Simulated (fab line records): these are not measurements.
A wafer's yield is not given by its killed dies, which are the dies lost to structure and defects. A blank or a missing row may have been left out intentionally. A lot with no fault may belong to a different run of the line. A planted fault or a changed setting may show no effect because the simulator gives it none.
Which of the tools did it? ; flow gf180mcu ; 12 lots with 36 wafers sampled at 6 steps, on a route of 602 steps

== WHAT EACH GAUGE READ, for each wafer ==
GF_V2_CD_MEAS_14: the cd target is 260 nm. Usual: cd nm 259.8 nm, standard deviation 1.2.
lot;measured;on;cd nm (nm);flag
L469;day 20 14:32;cd sem-01;258.9 259.5 261.0;
L470;day 21 00:53;cd sem-01;258.0 258.4 257.6;
L471;day 21 03:29;cd sem-02;261.1 260.3 259.9;
L472;day 21 16:42;cd sem-02;259.6 258.2 258.2;
L475;day 22 19:07;cd sem-01;260.4 260.3 259.5;
L478;day 23 22:40;cd sem-01;259.9 259.1 258.9;
L482;day 25 09:51;cd sem-02;260.2 261.8 260.6;
L487;day 26 19:52;cd sem-01;259.3 258.3 259.3;
L488;day 27 04:35;cd sem-01;259.5 260.3 259.7;
L489;day 27 11:52;cd sem-01;259.4 259.2 260.4;
L490;day 27 21:46;cd sem-02;258.9 257.7 259.4;
L491;day 28 00:52;cd sem-02;259.8 259.9 259.3;

GF_M3_CD_MEAS_14: the cd target is 280 nm. Usual: cd nm 280.0 nm, standard deviation 1.4.
lot;measured;on;cd nm (nm);flag
L469;day 21 16:22;cd sem-02;280.4 281.1 281.7;
L470;day 22 02:19;cd sem-02;279.1 279.6 281.1;
L471;day 22 04:38;cd sem-01;280.2 281.0 279.4;
L472;day 22 17:45;cd sem-02;279.2 278.7 278.9;
L475;day 23 19:19;cd sem-02;278.8 279.4 280.2;
L478;day 24 22:26;cd sem-02;282.6 282.1 282.7;
L482;day 26 08:38;cd sem-01;281.1 280.1 279.2;
L487;day 27 17:07;cd sem-02;281.0 281.0 280.7;
L488;day 28 02:46;cd sem-02;280.4 282.3 280.7;
L489;day 28 09:20;cd sem-02;278.6 278.8 278.2;
L490;day 28 19:07;cd sem-01;280.1 280.5 280.4;
L491;day 28 21:38;cd sem-01;283.9 282.4 283.2;

GF_V3_RS_MEAS_24: measurement is done with a four-point probe. Usual: V3_W_RS gives 0.329 ohm/sq (standard deviation 0.0041).
lot;measured;on;V3_W_RS (ohm/sq);flag
L469;day 22 17:52;film metro-01;0.327 0.328 0.325;
L470;day 23 04:06;film metro-02;0.330 0.330 0.328;
L471;day 23 06:04;film metro-02;0.324 0.332 0.326;
L472;day 23 18:44;film metro-02;0.326 0.331 0.332;
L475;day 24 19:50;film metro-02;0.333 0.328 0.336;
L478;day 25 22:01;film metro-01;0.326 0.332 0.330;
L482;day 27 07:10;film metro-01;0.323 0.322 0.320;
L487;day 28 15:21;film metro-02;0.311 0.309 0.309 0.311 0.309 0.309;OFF
L488;day 29 00:33;film metro-03;0.313 0.315 0.313 0.313 0.315 0.314;OFF
L489;day 29 06:34;film metro-03;0.332 0.329 0.328;
L490;day 29 16:13;film metro-03;0.322 0.327 0.330;
L491;day 29 18:35;film metro-01;0.323 0.329 0.324;

GF_V3_THK_MEAS_25: measures by xrf. Usual: V3_W_THK gives 342 nm (standard deviation 5.1).
lot;measured;on;V3_W_THK (nm);flag
L469;day 22 17:59;film metro-01;345 341 344;
L470;day 23 04:11;film metro-02;346 345 350;
L471;day 23 06:10;film metro-02;354 346 352;
L472;day 23 18:51;film metro-02;350 347 347;
L475;day 24 19:57;film metro-02;339 342 335;
L478;day 25 22:08;film metro-01;343 334 339;
L482;day 27 07:16;film metro-01;347 344 350;
L487;day 28 17:41;film metro-02;367 371 370 367 368 368;OFF
L488;day 29 04:30;film metro-03;356 354 355 355 355 353;
L489;day 29 06:41;film metro-03;338 338 342;
L490;day 29 16:20;film metro-03;348 341 338;
L491;day 29 18:42;film metro-01;346 340 344;

== WHAT TOOL EACH LOT RAN ON (gives the tool, then ch and the chambers of the sampled wafers, and finally the start) ==
lot;GF_V2_SPUTTER_22;GF_V3_CVD_23
L469;pvd sputter-04, day 20 15:26;cvd w-02 ch 0, day 22 17:44
L470;pvd sputter-02, day 21 01:42;cvd w-02 ch 0,1, day 23 03:58
L471;pvd sputter-03, day 21 04:22;cvd w-01 ch 0,1, day 23 05:57
L472;pvd sputter-02, day 21 17:34;cvd w-02 ch 0,1, day 23 18:37
L475;pvd sputter-04, day 22 19:59;cvd w-02 ch 0,1, day 24 19:43
L478;pvd sputter-03, day 23 23:35;cvd w-01 ch 0,1, day 25 21:53
L482;pvd sputter-03, day 25 10:41;cvd w-01 ch 0,1, day 27 07:03
L487;pvd sputter-02, day 26 20:46;cvd w-02 ch 1, day 28 15:13
L488;pvd sputter-02, day 27 05:28;cvd w-02 ch 1, day 29 00:25
L489;pvd sputter-02, day 27 12:44;cvd w-01 ch 0, day 29 06:28
L490;pvd sputter-02, day 27 22:37;cvd w-01 ch 0,1, day 29 16:05
L491;pvd sputter-04, day 28 01:44;cvd w-01 ch 0,1, day 29 18:28
- GF_V2_SPUTTER_22: material TiN, target thk 10 nm, time 40 s.
- GF_V3_CVD_23: deposits W, target thk 350 nm, time 104.9 s.

== WHAT THE TOOLS THEMSELVES READ (means of the sampled wafers that have a number; where no wafer has one, the mark that the record gives instead) ==
GF_V2_SPUTTER_22. Usual: throttle valve pct 30.3 %, standard deviation 0.93.
lot;tool;throttle valve pct (%);flag
L469;pvd sputter-04;30.1;
L470;pvd sputter-02;31.0;
L471;pvd sputter-03;29.0;
L472;pvd sputter-02;30.5;
L475;pvd sputter-04;30.5;
L478;pvd sputter-03;30.5;
L482;pvd sputter-03;29.9;
L487;pvd sputter-02;30.6;
L488;pvd sputter-02;31.0;
L489;pvd sputter-02;30.9;
L490;pvd sputter-02;30.9;
L491;pvd sputter-04;30.9;

GF_V3_CVD_23. Usual: chamber pressure Torr 39.98 Torr, standard deviation 0.086; heater power w 841 W, standard deviation 44.
lot;tool;chamber pressure Torr (Torr);heater power w (W);flag
L469;cvd w-02;39.85;827;
L470;cvd w-02;39.90;846;
L471;cvd w-01;39.95;856;
L472;cvd w-02;40.00;843;
L475;cvd w-02;40.04;826;
L478;cvd w-01;40.12;858;
L482;cvd w-01;39.94;845;
L487;cvd w-02;44.85;851;OFF
L488;cvd w-02;44.93;874;OFF
L489;cvd w-01;39.97;782;
L490;cvd w-01;39.97;826;
L491;cvd w-01;39.98;817;

== THE ANSWER, worked out from the rows above alone ==
Rule: a lot is off if the mean of its wafers that have a number lies more than 3 standard deviations from the usual mean. Also off: a lot with no number at a reading for which 4 or more lots have one. Any other lot the step has rows for is counted as sound. The gauges are gone through in route order, then the tools' own readings, and for those a lot's mean is taken as printed above. The first step at which some lot is off is used, and at that step the reading that is off furthest; a lot without a number counts as furthest.
Off: L487, L488, at GF_V3_RS_MEAS_24 (V3_W_RS).
If a tool, at a process step before that reading, ran all the lots that are off and no sound lot after the first of them, it fits. Not tried: the gauges at GF_V3_RS_MEAS_24; whatever is off there is also off at GF_V3_CVD_23, on other tools, and gauge error can't account for it. One candidate fits, namely cvd w-02 at GF_V3_CVD_23. A fault onset in the window from L475 (day 24 19:43, its last sound lot) to L487 (day 28 15:13, its first lot off) fits.
On the lots that are off, the tool's own readings at GF_V3_CVD_23 differ by more than 5 times the standard deviation of the sound lots' means, which bears it out; chamber pressure Torr reads 44.89 Torr there versus 39.97 Torr on the sound lots.

== WHAT THE SIMULATOR HAD INSERTED ==
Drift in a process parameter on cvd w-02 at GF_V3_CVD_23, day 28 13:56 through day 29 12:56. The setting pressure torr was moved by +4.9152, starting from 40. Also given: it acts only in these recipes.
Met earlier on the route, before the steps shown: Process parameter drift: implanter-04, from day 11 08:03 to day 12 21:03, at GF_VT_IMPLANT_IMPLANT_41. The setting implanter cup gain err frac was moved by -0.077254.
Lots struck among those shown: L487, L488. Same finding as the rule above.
